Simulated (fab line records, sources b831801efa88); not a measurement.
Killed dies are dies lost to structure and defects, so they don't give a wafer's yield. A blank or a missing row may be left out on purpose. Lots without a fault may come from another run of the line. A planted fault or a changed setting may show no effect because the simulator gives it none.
Problem report in the 8D (eight disciplines) form, filled by code | flow sky130 | the parts of the form that need people (team, actions taken, sign-off) are left out

1. THE PROBLEM
PWDE_TW at SKY_PWDE_TW_MEAS_10 reads a mean of 30.2 on 6 wafers of 2 lots; wafers without a fault read 376.8 with a standard deviation of 2.7. That is -99 or more standard deviations from the usual mean.
First seen on wafer L286.3, day 8 07:17, on film_metro-04. The record holds 42 wafers of 14 lots with a number at this step. Rule for "out", or "out of limits": more than 4 standard deviations from the usual mean. The other wafers with a number count as sound.

2. WHAT IT IS AND WHAT IT IS NOT
question                    | is                           | is not
which readings at this step | PWDE_TW                      | -
which lots                  | L286, L287                   | L267, L269, L271, L272, L275, L276, L277, L279, L280, L283, L289, L290
which wafers of those lots  | all that have a number       | -
read on which gauges        | film_metro-03, film_metro-04 | film_metro-02
when                        | from day 8 07:17             | up to then (30 sound wafers); but 6 sound wafers of L289, L290 came after

3. SUSPECTS, AND WHAT RULES EACH OUT
Counting: a tool at a process step up to the reading stays a suspect if it ran every lot that is out and no sound lot after the first of them.
- the gauge at SKY_PWDE_TW_MEAS_10: ruled out. The wafers that are out were read on 2 gauges (film_metro-03, film_metro-04).
- plasma_asher-03 at SKY_DNWELL_STRIP_08 (strips in O2/N2): kept. It ran every lot that is out, first L286 (day 7 11:18), and no sound lot after that; its last sound lot up to then is L283 (day 6 18:13).
Left after counting: plasma_asher-03 at SKY_DNWELL_STRIP_08.

4. THE CAUSE (what the simulator had put in)
Skipped step whole: plasma_asher-03, from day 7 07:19 on, at SKY_DNWELL_STRIP_08. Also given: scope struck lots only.
Counting left only this tool.

5. THE CHAIN OF EFFECTS, in route order
Each row: a reading whose mean over the struck wafers that have a number lies more than 3 standard deviations from the usual. Only readings for which the record gives a usual standard deviation are gone through. hours: the time from each lot's start at the first step in this table that gives one to its start at this step, as a median over the lots. sigmas: the change in usual standard deviations.
hours | step                | reading                  | usual   | on struck wafers | change | sigmas
0     | SKY_PWDE_STRIP_09   | strip_time_to_endpoint_s | 36.92 s | 80.94            | +44.02 | +99 or more
0     | SKY_PWDE_TW_MEAS_10 | PWDE_TW                  | 376.8   | 30.2             | -346.6 | -99 or more
The process steps in it:
- SKY_PWDE_STRIP_09: strips in O2/N2.
Readings that are blank on the struck wafers while sound wafers have them: chamber_pressure_mTorr at SKY_DNWELL_STRIP_08; drypump_motor_current_A at SKY_DNWELL_STRIP_08; oes_product_au at SKY_DNWELL_STRIP_08; strip_time_to_endpoint_s at SKY_DNWELL_STRIP_08.
Later measuring or inspecting steps at which every struck wafer that the step has a row for has a number for every such reading, and none has moved that far: SKY_VT_ADJUST_HVTP_OVL_MEAS_08.

6. WHAT WOULD HAVE CAUGHT IT SOONER
In this record the first reading out of limits at a measuring or inspecting step was taken at day 8 07:17, 24 hours after the fault began at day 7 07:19.
At SKY_DNWELL_STRIP_08 the tool's readings are blank on the struck wafers, where sound wafers have them: an empty tool record is the first sign, and it was there at once.
All the lots that are out (2) had begun SKY_DNWELL_STRIP_08 on plasma_asher-03 by day 8 07:17. A hold on the tool at that time would have spared none of them.
